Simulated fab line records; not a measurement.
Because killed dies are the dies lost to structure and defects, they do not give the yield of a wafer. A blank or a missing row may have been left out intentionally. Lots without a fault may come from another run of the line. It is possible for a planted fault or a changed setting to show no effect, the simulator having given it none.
Comparing a struck lot with a sound one | flow sky130 | 29 steps out of a route of 708
Sound: wafers L995.3, L995.4, L995.6. Struck: wafer L990.2. (L990.4 of the same lot was not struck and is left out.) The cause comes at the end.
Each step with rows lists, per side, the tool, then ch with its chambers, then its first start. Under that, the readings that differ: sound wafers | struck wafers | difference of the means | sigmas: that difference in standard deviations of wafers without a fault.
alike: a reading whose means differ by less than 2 such deviations, as well as words and numbers matching on both sides. not compared: withheld readings; readings where some wafer has no value; bounds like >300 that might hide an equal value; numbers whose values overlap and for which the record gives no deviation.
A row with sigmas, a row that says differs or no value, or rows on one side alone: a step with any of these is where the two part. Non-overlapping numbers with no deviation appear without sigmas and do not part them. A reading missing from all wafers of one side parts the sides only when that side holds two or more wafers.

first, 9 steps without rows for these wafers: SKY_METAL2_DEVELOP_14 (develop time 60 s); SKY_METAL2_DESCUM_17 (chemistry O2, time 8 s); SKY_METAL2_ETCH_18 (etches BARC in N2/H2, stops on SiO2, time 45.9 s, target depth 60 nm); SKY_METAL2_METAL_ETCH_19 (etches the open film in Cl2/BCl3, stops on SiO2, target depth 360 nm, time 78 s); SKY_METAL2_STRIP_20 (strips in O2/N2); SKY_METAL2_STRIP_21 (strips in post etch residue remover, time 1200 s); SKY_METAL2_CLEAN_22 (cleans in IPA, time 180 s); SKY_METAL2_CLEAN_23 (cleans in O3/DIW); SKY_VIA2_HDPCVD_00 (deposits SiO2, target thk 1180 nm, time 196.7 s).
SKY_VIA2_CMP_02: polishes SiO2.
  sound on cmp-01 ch 1,2,3, day 41 16:37; struck on cmp-02 ch 0, day 40 04:44
  reading                                  | sound           | struck | difference | sigmas
  model.SiO2_of_VIA2_HDPCVD_00.thk nm (nm) | 495.2 495.7 496 | 735.6  | +240.0     |
  alike: head pressure psi, motor current A, slurry filter dp kPa, slurry flow ml min
then, 9 steps without rows for these wafers: SKY_VIA2_DEHYDRATE_04 (time 60 s); SKY_VIA2_HMDS_05 (prime time 60 s); SKY_VIA2_COAT_06 (resist thk 60 nm); SKY_VIA2_COAT_07 (resist thk 450 nm); SKY_VIA2_SOFTBAKE_08 (time 90 s); SKY_VIA2_EXPOSE_09 (exposes mask VIM2, target cd 200 nm); SKY_VIA2_PEB_10; SKY_VIA2_DEVELOP_11 (develop time 60 s); SKY_VIA2_ETCH_14 (etches BARC in N2/H2, stops on SiO2, time 45.9 s, target depth 60 nm).
SKY_VIA2_ETCH_15: etches SiO2 in C4F8/O2/Ar, stops on TiN, target depth 546 nm, time 84 s.
  sound on rie diel-01 ch 0,3, day 42 15:57; struck on rie diel-04 ch 2, day 41 06:23
  reading                          | sound             | struck | difference | sigmas
  oes product au (a.u.)            | 0.941 0.934 0.940 | 1.000  | +0.062     | +13
  model.etch.depth nm (nm)         | 495.2 495.7 496   | 542.8  | +47.2      |
  model.VIA2.feature depth nm (nm) | 495.2 495.7 496   | 542.8  | +47.2      |
  not compared: rf hours counter h
then, 6 steps without rows for these wafers: SKY_VIA2_STRIP_16 (strips in O2/N2); SKY_VIA2_STRIP_17 (strips in post etch residue remover, time 1200 s); SKY_VIA2_CLEAN_18 (cleans in IPA, time 180 s); SKY_VIA2_CLEAN_19 (cleans in O3/DIW); SKY_VIA2_SPUTTER_20 (material TiN, target thk 20 nm, time 80 s); SKY_VIA2_CVD_21 (deposits W, target thk 420 nm, time 126.4 s).
SKY_VIA2_CMP_24: polishes, stops on SiO2, t overpolish 20 s, target thk 0 nm.
  sound on cmp-02 ch 1,3, day 42 17:10; struck on cmp-01 ch 0, day 41 07:43
  reading                                  | sound             | struck | difference | sigmas
  model.SiO2_of_VIA2_HDPCVD_00.thk nm (nm) | 490.8 491.3 491.6 | 731.2  | +240.0     |
  alike: head pressure psi, motor current A, slurry filter dp kPa, slurry flow ml min
then, 1 step without rows for these wafers: SKY_METAL3_SPUTTER_00 (material Ti, target thk 15 nm, time 10 s).
-- the record jumps here: 8 days lie between the struck wafers' starts before and after (it left off in module METAL3 and takes up again in module PAD_OPEN, whose first step shown is number 708 of the route) --
SKY_PAD_OPEN_PROBE_99:
  record: rows for the struck wafers here (prober-02, day 49 14:27), none for the sound ones

WHERE THEY PART
Earliest at SKY_VIA2_ETCH_15; latest, in this record, at SKY_PAD_OPEN_PROBE_99.

WHY: what had been put in by the simulator
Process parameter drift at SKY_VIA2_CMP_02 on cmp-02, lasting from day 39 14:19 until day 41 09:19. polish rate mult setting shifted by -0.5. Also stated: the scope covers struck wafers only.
